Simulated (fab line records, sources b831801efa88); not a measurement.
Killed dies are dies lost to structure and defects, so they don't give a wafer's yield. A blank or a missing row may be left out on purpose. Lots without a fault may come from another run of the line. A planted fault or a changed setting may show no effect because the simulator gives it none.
fab line records | flow gf180mcu
record lots=5 wafers=15 last_day=34
route steps=602 shown V3@432 M4@456
lots that met no fault: from a run of the same line without faults
start_h: hours from the record's first day to the start of the lot's first wafer shown | wait_h: hours since the lot's step before | " the same as in the row above | L1.1+2: a row that stands for several wafers | - no value, or no start given | * or withheld: withheld | < > ~ a bound
route shown NAME@n: a module of which the file shows steps, and the number in the route of the first | usual: mean/standard deviation of fault-free wafers | same: alike in all rows | chamber/n: place in a boat | sites: the reading at each site | _std_site: their standard deviation | _edge_site: outer sites' mean less inner sites' | radius_mm: how far each site lies from the wafer's centre | mask NAME#n: copy n | behind: the tool/chamber that last shaped the wafer | hold: why the lot was held/for how many hours/how that ended | device: the transistor (n, p or np) that didn't switch | end of line: the same wafers' tests at the end of the route | a step without rows: its recipe alone | killed: dies lost to structure and defects at the first sort, not the wafer's yield | map: a wafer's dies, x killed, . not, _ none there
set.NAME: the setting as run; set.NAME@STEP: as run at that earlier step | model.NAME: the simulator's own value behind a step, which no gauge read
lots at some steps of the route; a table a step, a row a wafer
services: from which hour (start_h, from the record's first day; less than 0 if before it) a tool's chamber was out of use, for how many hours, and why
## steps
# step GF_V3_THK_MEAS_03
# recipe reads=SiO2_of_V3_CVD_02
# usual V3_CVD_02_THK=848/10
# columns lot.wafer tool chamber start_h wait_h V3_CVD_02_THK[nm]
L078.2 film_metro-04 - 527.27 0.0 849
L078.4 " - " " 856
L078.5 " - " " 847
L079.3 film_metro-04 - 532.07 0.1 858
L079.4 " - " " 855
L079.6 " - " " 848
L092.1 film_metro-01 - 631.50 0.1 836
L092.2 " - " " 831
L092.6 " - " " 848
L094.3 film_metro-03 - 650.98 0.1 848
L094.5 " - " " 846
L094.6 " - " " 844
L095.1 film_metro-03 - 656.00 0.0 836
L095.4 " - " " 846
L095.6 " - " " 854
# step GF_V3_CMP_04
# recipe material=SiO2 down_force_psi=4 platen_rpm=60 pad_velocity_m_s=0.94248
# usual motor_current_A=12.8/1.3 platen_rpm=60.00/0.04 time_to_endpoint_s=76/4.7
# columns lot.wafer tool chamber start_h wait_h motor_current_A platen_rpm time_to_endpoint_s
L078.4 cmp-01 3 527.32 0.0 12.3 60.01 81
L078.2 " 2 " " 14.7 60.05 82
L078.5 " 0 " " 11.4 59.95 81
L079.4 cmp-02 3 532.11 0.0 11.7 59.99 76
L079.3 " 2 " " 14.6 60.06 83
L079.6 " 0 " " 11.7 60.05 75
L092.1 cmp-02 3 631.61 0.1 11.9 59.97 73
L092.2 " 1 " " 15.2 60.04 74
L092.6 " 3 " " 11.6 60.01 78
L094.3 cmp-02 2 651.12 0.1 12.9 60.04 80
L094.5 " 0 " " 11.2 60.02 76
L094.6 " 1 " " 14.3 60.07 78
L095.1 cmp-02 0 659.99 4.0 11.1 60.00 70
L095.4 " 2 " " 13.7 60.06 76
L095.6 " 0 " " 11.4 60.00 77
# step GF_V3_BOW_MEAS_05
# recipe mode=bow
# usual V3_BOW=117/8.6
# columns lot.wafer tool chamber start_h wait_h V3_BOW[um]
L078.2 film_metro-01 - 527.64 0.1 110
L078.4 " - " " 118
L078.5 " - " " 113
L079.3 film_metro-03 - 532.45 0.1 105
L079.4 " - " " 119
L079.6 " - " " 120
L092.1 film_metro-03 - 631.86 0.2 131
L092.2 " - " " 121
L092.6 " - " " 132
L094.3 film_metro-04 - 651.36 0.2 111
L094.5 " - " " 108
L094.6 " - " " 115
L095.1 film_metro-03 - 660.29 0.2 111
L095.4 " - " " 112
L095.6 " - " " 128
# step GF_V3_DEHYDRATE_06
# recipe temp_c=200 time_s=60
# same time_s=60
# columns lot.wafer tool chamber start_h wait_h
L078.2+4+5 litho_track-02 0 538.40 10.7
L079.3+4+6 litho_track-02 0 543.42 11.0
L092.1+2+6 litho_track-01 0 641.08 9.2
L094.3+5+6 litho_track-02 0 660.62 9.2
L095.1+4+6 litho_track-04 0 668.02 7.7
# step GF_V3_HMDS_07
# recipe prime_time_s=60 prime_temp_c=120
# columns lot.wafer tool chamber start_h wait_h
L078.2+4+5 litho_track-02 0 538.55 0.1
L079.3+4+6 litho_track-02 0 543.57 0.1
L092.1+2+6 litho_track-01 0 641.23 0.1
L094.3+5+6 litho_track-02 0 660.77 0.1
L095.1+4+6 litho_track-04 0 668.17 0.1
# step GF_V3_COAT_08
# recipe resist=BARC temp_c=withheld time_s=withheld spin_rpm=withheld resist_thk_nm=withheld
# usual dispense_pressure_kPa=46.2/1.2
# columns lot.wafer tool chamber start_h wait_h dispense_pressure_kPa
L078.2 litho_track-02 0 538.70 0.1 47.3
L078.4 " 0 " " 47.3
L078.5 " 0 " " 47.3
L079.3 litho_track-02 0 543.72 0.1 47.3
L079.4 " 0 " " 47.2
L079.6 " 0 " " 47.2
L092.1 litho_track-01 0 641.38 0.1 44.5
L092.2 " 0 " " 44.5
L092.6 " 0 " " 44.5
L094.3 litho_track-02 0 660.92 0.1 47.2
L094.5 " 0 " " 47.2
L094.6 " 0 " " 47.2
L095.1 litho_track-04 0 668.32 0.1 46.6
L095.4 " 0 " " 46.6
L095.6 " 0 " " 46.6
# step GF_V3_COAT_09
# recipe resist=KrF spin_rpm=withheld resist_thk_nm=1000
# usual dispense_pressure_kPa=46.2/1.2
# columns lot.wafer tool chamber start_h wait_h dispense_pressure_kPa
L078.2 litho_track-02 0 - - 47.3
L078.4 " 0 " " 47.3
L078.5 " 0 " " 47.3
L079.3 litho_track-02 0 - - 47.3
L079.4 " 0 " " 47.3
L079.6 " 0 " " 47.3
L092.1 litho_track-01 0 - - 44.6
L092.2 " 0 " " 44.6
L092.6 " 0 " " 44.6
L094.3 litho_track-02 0 - - 47.3
L094.5 " 0 " " 47.3
L094.6 " 0 " " 47.3
L095.1 litho_track-04 0 - - 46.6
L095.4 " 0 " " 46.6
L095.6 " 0 " " 46.6
# step GF_V3_SOFTBAKE_10
# recipe temp_c=130 time_s=60 resist=KrF
# same time_s=60
# columns lot.wafer tool chamber start_h wait_h
L078.2+4+5 litho_track-02 0 - -
L079.3+4+6 litho_track-02 0 - -
L092.1+2+6 litho_track-01 0 - -
L094.3+5+6 litho_track-02 0 - -
L095.1+4+6 litho_track-04 0 - -
# step GF_V3_EXPOSE_11
# recipe mask_id=Via3 target_cd_nm=260 na=0.68 source_shape=conventional sigma_outer=0.6 dose_mj=38
# same sigma_outer=0.6
# columns lot.wafer tool chamber start_h wait_h mask
L078.2+4+5 krf_scanner-02 0 - - Via3#0
L079.3+4+6 krf_scanner-02 0 - - Via3#0
L092.1+2+6 krf_scanner-02 0 - - Via3#0
L094.3+5+6 krf_scanner-02 0 - - Via3#0
L095.1+4+6 krf_scanner-01 0 - - Via3#0
# step GF_V3_PEB_12
# recipe peb_temp_c=135 peb_time_s=90 resist=KrF
# columns lot.wafer tool chamber start_h wait_h
L078.2+4+5 litho_track-02 0 - -
L079.3+4+6 litho_track-04 0 - -
L092.1+2+6 litho_track-01 0 - -
L094.3+5+6 litho_track-01 0 - -
L095.1+4+6 litho_track-02 0 - -
# step GF_V3_DEVELOP_13
# recipe develop_time_s=60 resist=KrF dev_temp_c=21
# columns lot.wafer tool chamber start_h wait_h
L078.2+4+5 litho_track-02 0 549.75 0.2
L079.3+4+6 litho_track-04 0 555.28 0.1
L092.1+2+6 litho_track-01 0 651.08 0.2
L094.3+5+6 litho_track-01 0 669.83 0.1
L095.1+4+6 litho_track-02 0 678.72 0.2
# step GF_V3_CD_MEAS_14
# recipe target_cd_nm=260
# usual cd_nm=260.3/1.2
# columns lot.wafer tool chamber start_h wait_h cd_nm
L078.2 cd_sem-02 - 549.89 0.1 261.1
L078.4 " - " " 261.3
L078.5 " - " " 260.6
L079.3 cd_sem-02 - 555.42 0.1 259.7
L079.4 " - " " 261.6
L079.6 " - " " 260.8
L092.1 cd_sem-02 - 651.23 0.1 258.8
L092.2 " - " " 258.9
L092.6 " - " " 258.5
L094.3 cd_sem-01 - 669.97 0.1 260.7
L094.5 " - " " 261.9
L094.6 " - " " 260.2
L095.1 cd_sem-02 - 678.87 0.1 259.4
L095.4 " - " " 259.5
L095.6 " - " " 259.9
# step GF_V3_OVL_MEAS_15
# usual V3_OVL=-4/5.2
# columns lot.wafer tool chamber start_h wait_h V3_OVL[nm]
L078.2 overlay-02 - 550.00 0.1 -7
L078.4 " - " " -3
L078.5 " - " " -8
L079.3 overlay-02 - 555.51 0.1 7
L079.4 " - " " 2
L079.6 " - " " 7
L092.1 overlay-02 - 651.35 0.1 -6
L092.2 " - " " -7
L092.6 " - " " -5
L094.3 overlay-02 - 670.06 0.1 -11
L094.5 " - " " -8
L094.6 " - " " -8
L095.1 overlay-02 - 678.99 0.1 -9
L095.4 " - " " -6
L095.6 " - " " -2
# step GF_V3_ETCH_16
# recipe chemistry=N2/H2 target_depth_a=withheld overetch_a=withheld time_s=withheld target=BARC ion_energy_ev=200 source_w=500 bias_w=100 pressure_mtorr=30 n2_flow_sccm=100 h2_flow_sccm=200
# usual drypump_motor_current_A=5.97/0.29 oes_product_au=0.855/0.0049 throttle_valve_pct=13.225/0.0089
# columns lot.wafer tool chamber start_h wait_h drypump_motor_current_A oes_product_au throttle_valve_pct
L078.2 rie_diel-01 2 550.03 0.0 5.80 0.855 13.214
L078.4 " 1 " " 5.70 0.853 13.224
L078.5 " 0 " " 5.96 0.858 13.214
L079.3 rie_diel-03 1 555.53 0.0 5.57 0.857 13.223
L079.4 " 3 " " 6.35 0.854 13.233
L079.6 " 2 " " 5.91 0.857 13.227
L092.1 rie_diel-03 1 651.39 0.0 5.56 0.850 13.224
L092.2 " 3 " " 6.33 0.856 13.234
L092.6 " 3 " " 6.35 0.853 13.240
L094.3 rie_diel-04 2 670.09 0.0 5.53 0.849 13.242
L094.5 " 2 " " 5.53 0.853 13.214
L094.6 " 3 " " 5.95 0.855 13.224
L095.1 rie_diel-03 2 679.03 0.0 5.94 0.853 13.195
L095.4 " 0 " " 6.20 0.850 13.213
L095.6 " 3 " " 6.38 0.857 13.235
# step GF_V3_ETCH_17
# recipe chemistry=C4F8/O2/Ar mask_material=KrF target=SiO2 stop_on=TiN source_w=1500 bias_w=1200 pressure_mtorr=40 c4f8_flow_sccm=withheld O2_flow_sccm=6 Ar_flow_sccm=300 time_s=withheld target_depth_a=6350
# usual oes_product_au=0.855/0.0048
# columns lot.wafer tool chamber start_h wait_h oes_product_au
L078.2 rie_diel-01 2 - - 0.850
L078.4 " 1 " " 0.854
L078.5 " 0 " " 0.860
L079.3 rie_diel-03 1 - - 0.859
L079.4 " 3 " " 0.849
L079.6 " 2 " " 0.854
L092.1 rie_diel-03 1 - - 0.852
L092.2 " 3 " " 0.860
L092.6 " 3 " " 0.853
L094.3 rie_diel-04 2 - - 0.864
L094.5 " 2 " " 0.850
L094.6 " 3 " " 0.859
L095.1 rie_diel-03 2 - - 0.856
L095.4 " 0 " " 0.855
L095.6 " 3 " " 0.852
# step GF_V3_STRIP_18
# recipe chemistry=O2/N2 power_w=1400 pressure_mtorr=1500 platen_temp_c=250 o2_flow_sccm=3000 n2_flow_sccm=300 overash_fraction=0.5
# usual drypump_motor_current_A=5.8/0.61 heater_power_w=349/40 oes_product_au=0.594/0.0053
# columns lot.wafer tool chamber start_h wait_h drypump_motor_current_A heater_power_w oes_product_au rf_hours_counter_h
L078.2 plasma_asher-01 1 550.16 - 4.6 306 0.596 13
L078.4 " 1 " " 4.7 304 0.593 -
L078.5 " 1 " " 4.7 315 0.588 -
L079.3 plasma_asher-02 0 555.69 - 5.6 385 0.594 -
L079.4 " 1 " " 6.2 350 0.598 -
L079.6 " 0 " " 5.6 390 0.603 -
L092.1 plasma_asher-02 0 651.52 - 5.6 398 0.594 85
L092.2 " 1 " " 6.2 346 0.594 85
L092.6 " 1 " " 6.2 343 0.598 -
L094.3 plasma_asher-01 1 670.25 - 4.6 309 0.588 -
L094.5 " 0 " " 6.5 395 0.587 -
L094.6 " 1 " " 4.6 306 0.593 -
L095.1 plasma_asher-02 1 679.16 - 6.1 341 0.593 88
L095.4 " 1 " " 6.1 344 0.592 -
L095.6 " 0 " " 5.6 383 0.591 -
# step GF_V3_STRIP_19
# recipe chemistry=post_etch_residue_remover time_s=1200 temp_c=72.5
# usual temp_c=72.50/0.12
# same time_s=1200
# columns lot.wafer tool chamber start_h wait_h temp_c
L078.2 wet_bench-01 1 550.26 0.1 72.47
L078.4 " 1 " " 72.52
L078.5 " 1 " " 72.46
L079.3 wet_bench-02 3 555.76 0.0 72.46
L079.4 " 3 " " 72.48
L079.6 " 3 " " 72.70
L092.1 wet_bench-04 1 651.62 0.1 72.62
L092.2 " 1 " " 72.57
L092.6 " 1 " " 72.55
L094.3 wet_bench-02 0 670.32 0.0 72.52
L094.5 " 0 " " 72.50
L094.6 " 0 " " 72.31
L095.1 wet_bench-02 2 679.26 0.1 72.62
L095.4 " 2 " " 72.62
L095.6 " 2 " " 72.72
# step GF_V3_CLEAN_20
# recipe chemistry=DIW dry=n2_spin
# columns lot.wafer tool chamber start_h wait_h
L078.2+4+5 wet_bench-02 0 550.60 0.0
L079.3+4+6 wet_bench-01 0 556.10 0.0
L092.1+2+6 wet_bench-02 1 651.96 0.0
L094.3+5+6 wet_bench-04 1 670.66 0.0
L095.1+4+6 wet_bench-01 0 679.60 0.0
# step GF_V3_SPUTTER_21
# recipe material=Ti target_thk_nm=15 chamber_pressure_pa=5 power_w=2500 substrate_temp_c=200 time_s=80.02
# usual throttle_valve_pct=29.9/0.87
# same time_s=80.02
# columns lot.wafer tool chamber start_h wait_h throttle_valve_pct
L078.2 pvd_sputter-01 - 550.70 0.0 29.9
L078.4 " - " " 30.1
L078.5 " - " " 29.3
L079.3 pvd_sputter-04 - 556.19 0.0 31.3
L079.4 " - " " 31.2
L079.6 " - " " 29.3
L092.1 pvd_sputter-01 - 652.05 0.0 30.5
L092.2 " - " " 30.1
L092.6 " - " " 29.7
L094.3 pvd_sputter-03 - 670.75 0.0 28.4
L094.5 " - " " 29.8
L094.6 " - " " 28.5
L095.1 pvd_sputter-03 - 679.71 0.0 30.0
L095.4 " - " " 28.1
L095.6 " - " " 28.1
# step GF_V3_SPUTTER_22
# recipe material=TiN target_thk_nm=10 chamber_pressure_pa=5 power_w=4000 time_s=40
# usual throttle_valve_pct=30.0/0.87
# same time_s=40
# columns lot.wafer tool chamber start_h wait_h throttle_valve_pct
L078.2 pvd_sputter-01 - 550.76 0.0 30.0
L078.4 " - " " 30.0
L078.5 " - " " 29.6
L079.3 pvd_sputter-04 - 556.26 0.0 31.1
L079.4 " - " " 31.0
L079.6 " - " " 29.4
L092.1 pvd_sputter-01 - 652.11 0.0 30.4
L092.2 " - " " 30.0
L092.6 " - " " 29.9
L094.3 pvd_sputter-03 - 670.81 0.0 28.3
L094.5 " - " " 30.0
L094.6 " - " " 28.2
L095.1 pvd_sputter-03 - 679.77 0.0 29.8
L095.4 " - " " 28.1
L095.6 " - " " 28.3
# step GF_V3_CVD_23
# recipe material=W target_thk_nm=350 time_s=104.9 temp_c=400 pressure_torr=40
# usual heater_power_w=861/87
# same time_s=104.9
# columns lot.wafer tool chamber start_h wait_h heater_power_w
L078.2 cvd_w-01 1 550.80 0.0 817
L078.4 " 0 " " 779
L078.5 " 1 " " 817
L079.3 cvd_w-02 0 556.33 0.1 1031
L079.4 " 1 " " 811
L079.6 " 1 " " 812
L092.1 cvd_w-02 0 652.15 0.0 1041
L092.2 " 1 " " 837
L092.6 " 0 " " 1075
L094.3 cvd_w-02 0 670.89 0.1 1026
L094.5 " 0 " " 1031
L094.6 " 1 " " 821
L095.1 cvd_w-01 1 679.81 0.0 850
L095.4 " 1 " " 834
L095.6 " 1 " " 818
# step GF_V3_RS_MEAS_24
# recipe thk_meas_gauge=four-point-probe reads=W_of_V3_CVD_23+TiN_of_V3_SPUTTER_22+Ti_of_V3_SPUTTER_21
# usual V3_W_RS=0.327/0.0034
# columns lot.wafer tool chamber start_h wait_h V3_W_RS[ohm/sq]
L078.2 film_metro-04 - 550.93 0.1 0.318
L078.4 " - " " 0.328
L078.5 " - " " 0.321
L079.3 film_metro-01 - 556.45 0.1 0.326
L079.4 " - " " 0.328
L079.6 " - " " 0.329
L092.1 film_metro-03 - 652.26 0.1 0.330
L092.2 " - " " 0.332
L092.6 " - " " 0.329
L094.3 film_metro-01 - 671.00 0.1 0.328
L094.5 " - " " 0.328
L094.6 " - " " 0.325
L095.1 film_metro-04 - 679.92 0.1 0.324
L095.4 " - " " 0.329
L095.6 " - " " 0.327
# step GF_V3_THK_MEAS_25
# recipe thk_meas_gauge=xrf reads=W_of_V3_CVD_23
# usual V3_W_THK=350/6.2
# columns lot.wafer tool chamber start_h wait_h V3_W_THK[nm]
L078.2 film_metro-04 - 551.04 0.1 358
L078.4 " - " " 347
L078.5 " - " " 355
L079.3 film_metro-01 - 556.55 0.1 354
L079.4 " - " " 354
L079.6 " - " " 351
L092.1 film_metro-03 - 652.38 0.1 345
L092.2 " - " " 346
L092.6 " - " " 346
L094.3 film_metro-01 - 671.10 0.1 352
L094.5 " - " " 356
L094.6 " - " " 358
L095.1 film_metro-04 - 680.04 0.1 353
L095.4 " - " " 347
L095.6 " - " " 352
# step GF_V3_CMP_26
# recipe stop_on=SiO2 down_force_psi=3.5 platen_rpm=60 t_overpolish_s=15 target_thk_nm=0 pad_velocity_m_s=0.94248
# usual motor_current_A=11.8/1.2 overpolish_run_s=14.998/0.0092 platen_rpm=60.00/0.036 time_to_endpoint_s=83/3
# columns lot.wafer tool chamber start_h wait_h motor_current_A overpolish_run_s platen_rpm time_to_endpoint_s
L078.4 cmp-02 1 551.19 0.1 13.0 14.984 60.02 84
L078.2 " 2 " " 12.2 14.990 59.96 87
L078.5 " 3 " " 11.3 15.003 60.06 83
L079.3 cmp-02 0 556.64 0.1 10.9 14.984 60.03 82
L079.4 " 1 " " 13.1 15.022 60.05 86
L079.6 " 3 " " 11.0 14.995 59.95 83
L092.2 cmp-02 0 653.08 0.7 10.6 14.999 60.03 83
L092.1 " 1 " " 13.5 14.988 59.99 85
L092.6 " 3 " " 10.4 14.995 60.01 83
L094.3 cmp-02 3 671.44 0.3 10.8 14.986 60.01 78
L094.6 " 1 " " 13.5 14.991 60.00 83
L094.5 " 2 " " 13.1 14.993 59.99 80
L095.4 cmp-02 3 680.44 0.4 11.1 14.999 59.99 82
L095.1 " 0 " " 11.0 15.003 60.03 84
L095.6 " 2 " " 12.6 15.019 59.99 85
# step GF_M4_SPUTTER_00
# recipe material=Ti target_thk_nm=37.5 arriving_ion_energy_ev=80 substrate_temp_c=200 chamber_pressure_pa=2 power_w=4000 time_s=150
# usual throttle_valve_pct=30.2/1.3
# same time_s=150
# columns lot.wafer tool chamber start_h wait_h throttle_valve_pct
L078.2 pvd_sputter-02 - 551.39 0.1 30.0
L078.4 " - " " 31.4
L078.5 " - " " 29.7
L079.3 pvd_sputter-02 - 556.89 0.2 32.5
L079.4 " - " " 32.0
L079.6 " - " " 31.1
L092.1 pvd_sputter-04 - 653.28 0.1 31.3
L092.2 " - " " 31.2
L092.6 " - " " 29.9
L094.3 pvd_sputter-03 - 671.64 0.1 30.1
L094.5 " - " " 29.5
L094.6 " - " " 28.2
L095.1 pvd_sputter-02 - 680.69 0.1 31.6
L095.4 " - " " 31.5
L095.6 " - " " 29.8
# step GF_M4_SPUTTER_01
# recipe material=TiN target_thk_nm=30 power_w=6500 time_s=25 chamber_pressure_pa=0.4
# usual throttle_valve_pct=30.2/1.3
# same time_s=25
# columns lot.wafer tool chamber start_h wait_h throttle_valve_pct
L078.2 pvd_sputter-02 - 551.49 0.1 29.8
L078.4 " - " " 31.5
L078.5 " - " " 29.9
L079.3 pvd_sputter-02 - 556.99 0.1 32.3
L079.4 " - " " 31.5
L079.6 " - " " 31.0
L092.1 pvd_sputter-04 - 653.38 0.1 31.1
L092.2 " - " " 30.9
L092.6 " - " " 30.0
L094.3 pvd_sputter-03 - 671.74 0.1 29.9
L094.5 " - " " 29.8
L094.6 " - " " 28.2
L095.1 pvd_sputter-02 - 680.79 0.1 31.6
L095.4 " - " " 31.8
L095.6 " - " " 29.9
# step GF_M4_SPUTTER_02
# recipe material=AlCu target_thk_nm=450 power_w=10600 time_s=23.9 chamber_pressure_pa=0.4
# usual throttle_valve_pct=30.2/1.3
# same time_s=23.9
# columns lot.wafer tool chamber start_h wait_h throttle_valve_pct
L078.2 pvd_sputter-02 - 551.52 0.0 30.0
L078.4 " - " " 31.3
L078.5 " - " " 30.0
L079.3 pvd_sputter-02 - 557.02 0.0 32.9
L079.4 " - " " 31.7
L079.6 " - " " 30.9
L092.1 pvd_sputter-04 - 653.41 0.0 31.2
L092.2 " - " " 31.4
L092.6 " - " " 30.0
L094.3 pvd_sputter-03 - 671.77 0.0 30.2
L094.5 " - " " 29.4
L094.6 " - " " 28.2
L095.1 pvd_sputter-02 - 680.82 0.0 31.8
L095.4 " - " " 31.6
L095.6 " - " " 29.9
# step GF_M4_SPUTTER_03
# recipe material=Ti target_thk_nm=10 substrate_temp_c=300 chamber_pressure_pa=0.3 power_w=3000 time_s=6.7
# usual throttle_valve_pct=30.2/1.3
# same time_s=6.7
# columns lot.wafer tool chamber start_h wait_h throttle_valve_pct
L078.2 pvd_sputter-02 - 551.55 0.0 29.6
L078.4 " - " " 31.1
L078.5 " - " " 30.0
L079.3 pvd_sputter-02 - 557.05 0.0 32.5
L079.4 " - " " 31.8
L079.6 " - " " 31.2
L092.1 pvd_sputter-04 - 653.44 0.0 31.1
L092.2 " - " " 31.0
L092.6 " - " " 30.2
L094.3 pvd_sputter-03 - 671.80 0.0 30.1
L094.5 " - " " 29.4
L094.6 " - " " 28.3
L095.1 pvd_sputter-02 - 680.85 0.0 31.6
L095.4 " - " " 31.6
L095.6 " - " " 29.8
# step GF_M4_SPUTTER_04
# recipe material=TiN target_thk_nm=50 power_w=6500 time_s=41.7 chamber_pressure_pa=0.4
# usual throttle_valve_pct=30.2/1.3
# same time_s=41.7
# columns lot.wafer tool chamber start_h wait_h throttle_valve_pct
L078.2 pvd_sputter-02 - 551.57 0.0 29.7
L078.4 " - " " 31.2
L078.5 " - " " 30.2
L079.3 pvd_sputter-02 - 557.07 0.0 32.6
L079.4 " - " " 31.7
L079.6 " - " " 31.1
L092.1 pvd_sputter-04 - 653.46 0.0 31.2
L092.2 " - " " 31.2
L092.6 " - " " 29.9
L094.3 pvd_sputter-03 - 671.82 0.0 29.8
L094.5 " - " " 29.5
L094.6 " - " " 28.1
L095.1 pvd_sputter-02 - 680.87 0.0 32.0
L095.4 " - " " 31.5
L095.6 " - " " 29.8
# step GF_M4_RS_MEAS_05
# recipe thk_meas_gauge=four-point-probe reads=TiN_of_M4_SPUTTER_04+Ti_of_M4_SPUTTER_03+AlCu_of_M4_SPUTTER_02+TiN_of_M4_SPUTTER_01+Ti_of_M4_SPUTTER_00
# usual M4_ALCU_RS=0.0694/0.00087
# columns lot.wafer tool chamber start_h wait_h M4_ALCU_RS[ohm/sq]
L078.2 film_metro-03 - 551.63 0.0 0.0688
L078.4 " - " " 0.0684
L078.5 " - " " 0.0688
L079.3 film_metro-02 - 557.15 0.1 0.0708
L079.4 " - " " 0.0707
L079.6 " - " " 0.0710
L092.1 film_metro-02 - 653.50 0.0 0.0690
L092.2 " - " " 0.0691
L092.6 " - " " 0.0693
L094.3 film_metro-04 - 671.90 0.1 0.0677
L094.5 " - " " 0.0681
L094.6 " - " " 0.0688
L095.1 film_metro-02 - 680.91 0.0 0.0678
L095.4 " - " " 0.0681
L095.6 " - " " 0.0681
# step GF_M4_THK_MEAS_06
# recipe thk_meas_gauge=xrf reads=AlCu_of_M4_SPUTTER_02
# usual M4_ALCU_THK=459/6.1
# columns lot.wafer tool chamber start_h wait_h M4_ALCU_THK[nm]
L078.2 film_metro-03 - 551.74 0.1 462
L078.4 " - " " 468
L078.5 " - " " 459
L079.3 film_metro-02 - 557.25 0.1 449
L079.4 " - " " 452
L079.6 " - " " 451
L092.1 film_metro-02 - 653.62 0.1 462
L092.2 " - " " 463
L092.6 " - " " 460
L094.3 film_metro-04 - 672.00 0.1 473
L094.5 " - " " 469
L094.6 " - " " 464
L095.1 film_metro-02 - 681.03 0.1 470
L095.4 " - " " 472
L095.6 " - " " 469
# step GF_M4_DEHYDRATE_07
# recipe temp_c=200 time_s=60
# same time_s=60
# columns lot.wafer tool chamber start_h wait_h
L078.2+4+5 litho_track-04 0 562.25 10.5
L079.3+4+6 litho_track-02 0 567.37 10.1
L092.1+2+6 litho_track-04 0 662.87 9.2
L094.3+5+6 litho_track-02 0 681.27 9.3
L095.1+4+6 litho_track-04 0 688.92 7.9
# step GF_M4_HMDS_08
# recipe prime_time_s=60 prime_temp_c=120
# columns lot.wafer tool chamber start_h wait_h
L078.2+4+5 litho_track-04 0 562.40 0.1
L079.3+4+6 litho_track-02 0 567.52 0.1
L092.1+2+6 litho_track-04 0 663.02 0.1
L094.3+5+6 litho_track-02 0 681.42 0.1
L095.1+4+6 litho_track-04 0 689.07 0.1
# step GF_M4_COAT_09
# recipe resist=KrF spin_rpm=withheld resist_thk_nm=1000
# usual dispense_pressure_kPa=47.4/0.88
# columns lot.wafer tool chamber start_h wait_h dispense_pressure_kPa
L078.2 litho_track-04 0 562.55 0.1 46.6
L078.4 " 0 " " 46.6
L078.5 " 0 " " 46.5
L079.3 litho_track-02 0 567.67 0.1 47.3
L079.4 " 0 " " 47.3
L079.6 " 0 " " 47.3
L092.1 litho_track-04 0 663.17 0.1 46.6
L092.2 " 0 " " 46.6
L092.6 " 0 " " 46.6
L094.3 litho_track-02 0 681.57 0.1 47.3
L094.5 " 0 " " 47.3
L094.6 " 0 " " 47.2
L095.1 litho_track-04 0 689.22 0.1 46.6
L095.4 " 0 " " 46.6
L095.6 " 0 " " 46.6
# step GF_M4_SOFTBAKE_10
# recipe temp_c=130 time_s=60 resist=KrF
# same time_s=60
# columns lot.wafer tool chamber start_h wait_h
L078.2+4+5 litho_track-04 0 562.70 0.1
L079.3+4+6 litho_track-02 0 567.82 0.1
L092.1+2+6 litho_track-04 0 663.32 0.1
L094.3+5+6 litho_track-02 0 681.72 0.1
L095.1+4+6 litho_track-04 0 689.37 0.1
# step GF_M4_EXPOSE_11
# recipe mask_id=Metal4 target_cd_nm=280 na=0.68 source_shape=conventional sigma_outer=0.6 dose_mj=28
# same sigma_outer=0.6
# columns lot.wafer tool chamber start_h wait_h mask
L078.2+4+5 krf_scanner-01 0 - - Metal4#0
L079.3+4+6 krf_scanner-02 0 - - Metal4#0
L092.1+2+6 krf_scanner-02 0 - - Metal4#0
L094.3+5+6 krf_scanner-02 0 - - Metal4#0
L095.1+4+6 krf_scanner-02 0 - - Metal4#0
# step GF_M4_PEB_12
# recipe peb_temp_c=135 peb_time_s=90 resist=KrF
# columns lot.wafer tool chamber start_h wait_h
L078.2+4+5 litho_track-04 0 - -
L079.3+4+6 litho_track-03 0 - -
L092.1+2+6 litho_track-04 0 - -
L094.3+5+6 litho_track-04 0 - -
L095.1+4+6 litho_track-04 0 - -
# step GF_M4_DEVELOP_13
# recipe develop_time_s=60 dev_temp_c=21
# columns lot.wafer tool chamber start_h wait_h
L078.2+4+5 litho_track-04 0 573.00 0.2
L079.3+4+6 litho_track-03 0 578.34 0.1
L092.1+2+6 litho_track-04 0 671.87 0.2
L094.3+5+6 litho_track-04 0 690.07 0.1
L095.1+4+6 litho_track-04 0 698.82 0.2
# step GF_M4_CD_MEAS_14
# recipe target_cd_nm=280
# usual cd_nm=280.0/1.2
# columns lot.wafer tool chamber start_h wait_h cd_nm
L078.2 cd_sem-02 - 573.15 0.1 278.7
L078.4 " - " " 278.2
L078.5 " - " " 278.0
L079.3 cd_sem-01 - 578.48 0.1 278.8
L079.4 " - " " 278.6
L079.6 " - " " 278.0
L092.1 cd_sem-02 - 672.02 0.1 278.1
L092.2 " - " " 280.1
L092.6 " - " " 278.9
L094.3 cd_sem-01 - 690.21 0.1 280.5
L094.5 " - " " 280.6
L094.6 " - " " 280.0
L095.1 cd_sem-02 - 698.97 0.1 282.5
L095.4 " - " " 282.2
L095.6 " - " " 281.8
# step GF_M4_OVL_MEAS_15
# usual M4_OVL=0/5.2
# columns lot.wafer tool chamber start_h wait_h M4_OVL[nm]
L078.2 overlay-01 - 573.25 0.1 1
L078.4 " - " " -5
L078.5 " - " " -6
L079.3 overlay-01 - 578.57 0.1 -3
L079.4 " - " " 1
L079.6 " - " " -2
L092.1 overlay-01 - 672.14 0.1 -1
L092.2 " - " " -2
L092.6 " - " " -9
L094.3 overlay-01 - 690.31 0.1 -3
L094.5 " - " " 2
L094.6 " - " " -3
L095.1 overlay-01 - 699.09 0.1 -2
L095.4 " - " " -10
L095.6 " - " " -13
## services
# columns tool chamber start_h hours kind
pvd_sputter-03 - 537.30 2.6 repair
rie_diel-03 2 544.55 7.0 repair
rie_diel-03 0 572.66 4.2 repair
krf_scanner-02 - 581.21 1.0 pm
krf_scanner-02 - 582.43 4.4 pm
cmp-02 - 590.11 5.5 pm
pvd_sputter-04 - 590.88 3.8 repair
rie_diel-03 - 592.26 3.8 repair
rie_diel-03 0 592.40 2.6 repair
krf_scanner-02 - 593.01 0.8 pm
wet_bench-02 - 601.76 2.3 repair
rie_diel-03 2 607.44 3.9 repair
rie_diel-03 2 622.84 10.3 repair
rie_diel-03 - 629.23 0.6 repair
rie_diel-03 2 633.67 1.3 repair
pvd_sputter-02 - 636.00 1.7 repair
rie_diel-03 2 647.51 10.2 repair
krf_scanner-02 - 649.35 1.3 pm
cmp-02 - 651.86 0.5 repair
cmp-02 - 653.28 4.9 pm
rie_diel-03 0 654.24 7.3 repair
pvd_sputter-02 - 660.21 3.0 repair
cmp-02 - 674.08 1.4 repair
rie_diel-03 2 680.61 15.2 repair
## key
fault none
